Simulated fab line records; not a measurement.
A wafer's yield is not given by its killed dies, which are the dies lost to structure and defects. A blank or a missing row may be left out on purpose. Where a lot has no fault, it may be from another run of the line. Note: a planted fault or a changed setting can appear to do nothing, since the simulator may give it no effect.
A struck lot beside a sound one + flow gf180mcu + 14 out of 602 route steps
Sound: wafers L734.3, L734.5, L734.6. Wafers struck: L743.1, L743.2, L743.6. Last of all comes the cause.
For every step that has rows: the tool of each side, followed by ch and its chambers, followed by its first start. Under that, the readings that differ: sound wafers + struck wafers + difference of the means + sigmas: that difference in standard deviations of wafers without a fault.
alike: readings with means less than 2 such deviations apart, plus words and numbers identical on both sides. not compared: withheld readings, readings lacking a value on some wafer, bounds such as >300 that could conceal the same value, and numbers that have no deviation in the record and whose values overlap.
The two part at a step that has a row with sigmas, a row that says differs or no value, or rows on one side only. Numbers that have no deviation but don't overlap get no sigmas and don't part them. A reading that every wafer of one side lacks parts them only if that side has two wafers or more.

GF_CONTACT_THK_MEAS_01:
  sound: film-metro-02 at day 15 21:23; struck: film-metro-04 at day 19 08:02
  alike: CONTACT_CVD_00_THK
GF_CONTACT_CVD_02: deposits SiO2 from TEOS, target thk 860 nm, time 95.992 s.
  sound on pecvd-01 ch 0,1, day 15 21:26; struck on pecvd-04 ch 0,1,2, day 19 08:06
| reading            | sound       | struck      | difference | sigmas |
|--------------------|-------------|-------------|------------|--------|
| heater-power-w (W) | 578 482 602 | 747 671 745 | +167       | +2     |
GF_CONTACT_THK_MEAS_03:
  sound: film-metro-01 at day 15 21:31; struck: film-metro-01 at day 19 08:10
  alike: CONTACT_CVD_02_THK
GF_CONTACT_CMP_04: polishes SiO2.
  sound on cmp-02 ch 0,2,3, day 15 21:43; struck on cmp-01 ch 0,1,3, day 19 08:20
  alike: edge-zone-pressure-frac, motor-current-A, time-to-endpoint-s
GF_CONTACT_BOW_MEAS_05:
  sound: film-metro-04 at day 15 21:54; struck: film-metro-04 at day 19 08:32
  alike: CONTACT_BOW
then, 7 steps without rows for these wafers: GF_CONTACT_DEHYDRATE_06 (time 60 s); GF_CONTACT_HMDS_07 (prime time 60 s); GF_CONTACT_COAT_08; GF_CONTACT_COAT_09 (resist thk 1000 nm); GF_CONTACT_SOFTBAKE_10 (time 60 s); GF_CONTACT_EXPOSE_11 (exposes mask Contact, target cd 220 nm); GF_CONTACT_PEB_12 (peb time 90 s).
GF_CONTACT_DEVELOP_13: develop time 60 s.
  sound on litho-track-01 ch 0, day 16 19:35; struck on litho-track-04, day 20 08:41
  no value came back on the struck wafers for chill-plate-temp-C (C), develop-time-s (s); on the sound wafers chill-plate-temp-C (C) reads 23.12 23.21 23.20
| reading                                  | sound             | struck         | difference | sigmas |
|------------------------------------------|-------------------|----------------|------------|--------|
| model.KrF_of_CONTACT_COAT_09.thk-nm (nm) | 982.9 980.9 983.4 | 1003 1004 1006 | +22        |        |
GF_CONTACT_CD_MEAS_14 targets a cd of 220 nm.
  sound: cd-sem-02 at day 16 19:43; struck: cd-sem-02 at day 20 08:50
| reading    | sound             | struck | difference                    | sigmas |
|------------|-------------------|--------|-------------------------------|--------|
| cd-nm (nm) | 220.8 220.4 219.9 | - - -  | no value on the struck wafers |        |

## WHERE THEY PART
First at GF_CONTACT_CVD_02; last, within this record, at GF_CONTACT_CD_MEAS_14.

WHY: the cause the simulator had injected
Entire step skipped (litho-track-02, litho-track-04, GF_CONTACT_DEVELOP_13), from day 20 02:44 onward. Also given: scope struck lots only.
